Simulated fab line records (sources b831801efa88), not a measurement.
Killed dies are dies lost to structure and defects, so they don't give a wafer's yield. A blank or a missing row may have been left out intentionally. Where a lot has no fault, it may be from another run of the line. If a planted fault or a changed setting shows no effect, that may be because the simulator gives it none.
Comparing a struck lot with a sound one    flow gf180mcu    14 steps out of a route of 602
Sound: wafers L345.4, L345.5, L345.6. Wafers struck: L341.2, L341.5. At the end, the cause is stated.
Each step with rows lists, per side, the tool, then ch with its chambers, then its first start. Under that, the readings that differ: sound wafers    struck wafers    difference of the means    sigmas: that difference in standard deviations of wafers without a fault.
alike: a reading whose means differ by less than 2 such deviations, as well as words and numbers matching on both sides. not compared: withheld readings; readings where some wafer has no value; bounds like >300 that might hide an equal value; numbers whose values overlap and for which the record gives no deviation.
The two part at a step that has a row with sigmas, a row that says differs or no value, or rows on one side only. When numbers do not overlap yet have no deviation, they are printed without sigmas and do not part them. Lack of a reading on every wafer of one side parts them only where that side has two or more wafers.

first, 4 steps without rows for these wafers: GF_V3_SOFTBAKE_10 (time 60 s); GF_V3_EXPOSE_11 (exposes mask Via3, target cd 260 nm); GF_V3_PEB_12 (peb time 90 s); GF_V3_DEVELOP_13 (develop time 60 s).
GF_V3_CD_MEAS_14 targets a cd of 260 nm.
  sound on cd-sem-02, day 28 04:07; struck on cd-sem-01, day 26 18:28
  alike: cd-nm
GF_V3_OVL_MEAS_15:
  sound on overlay-01, day 28 04:11; struck on overlay-02, day 26 18:35
  alike: V3_OVL
GF_V3_ETCH_16: etches BARC in N2/H2.
  sound on rie-diel-01 ch 0,2,3, day 28 04:13; struck on rie-diel-04 ch 3, day 26 18:37
  alike: drypump-motor-current-A, oes-product-au, throttle-valve-pct
GF_V3_ETCH_17: etches SiO2 in C4F8/O2/Ar, stops on TiN, target depth 635 nm.
  sound: rie-diel-01 ch 0,2,3; struck: rie-diel-04 ch 3
  alike: oes-product-au
GF_V3_STRIP_18: strips in O2/N2.
  sound on plasma-asher-01 ch 0,1, day 28 04:22; struck on plasma-asher-01 ch 0,1, day 26 18:45
  alike: drypump-motor-current-A, heater-power-w, o2-flow-sccm, oes-product-au
  not compared: rf-hours-counter-h
then, 2 steps without rows for these wafers: GF_V3_STRIP_19 (strips in post etch residue remover, time 1200 s); GF_V3_CLEAN_20 (cleans in DIW).
GF_V3_SPUTTER_21: material Ti, target thk 15 nm, time 80.02 s.
  sound on pvd-sputter-03, day 28 04:52; struck on pvd-sputter-01, day 26 19:17
  alike: throttle-valve-pct
GF_V3_SPUTTER_22: material TiN, target thk 10 nm, time 40 s.
  sound on pvd-sputter-03, day 28 04:56; struck on pvd-sputter-01, day 26 19:21
reading                                 sound             struck       difference  sigmas
model.TiN_of_V3_SPUTTER_22.thk-nm (nm)  9.77 9.861 9.803  11.77 11.64  +1.89       
  alike: throttle-valve-pct
GF_V3_CVD_23: deposits W, target thk 350 nm, time 104.9 s.
  sound on cvd-w-01 ch 0,1, day 28 05:01; struck on cvd-w-02 ch 0, day 26 19:23
  alike: chamber-pressure-Torr, heater-power-w, susceptor-temp-C

WHERE THEY PART
Nowhere in this record.

WHY: the cause the simulator had injected
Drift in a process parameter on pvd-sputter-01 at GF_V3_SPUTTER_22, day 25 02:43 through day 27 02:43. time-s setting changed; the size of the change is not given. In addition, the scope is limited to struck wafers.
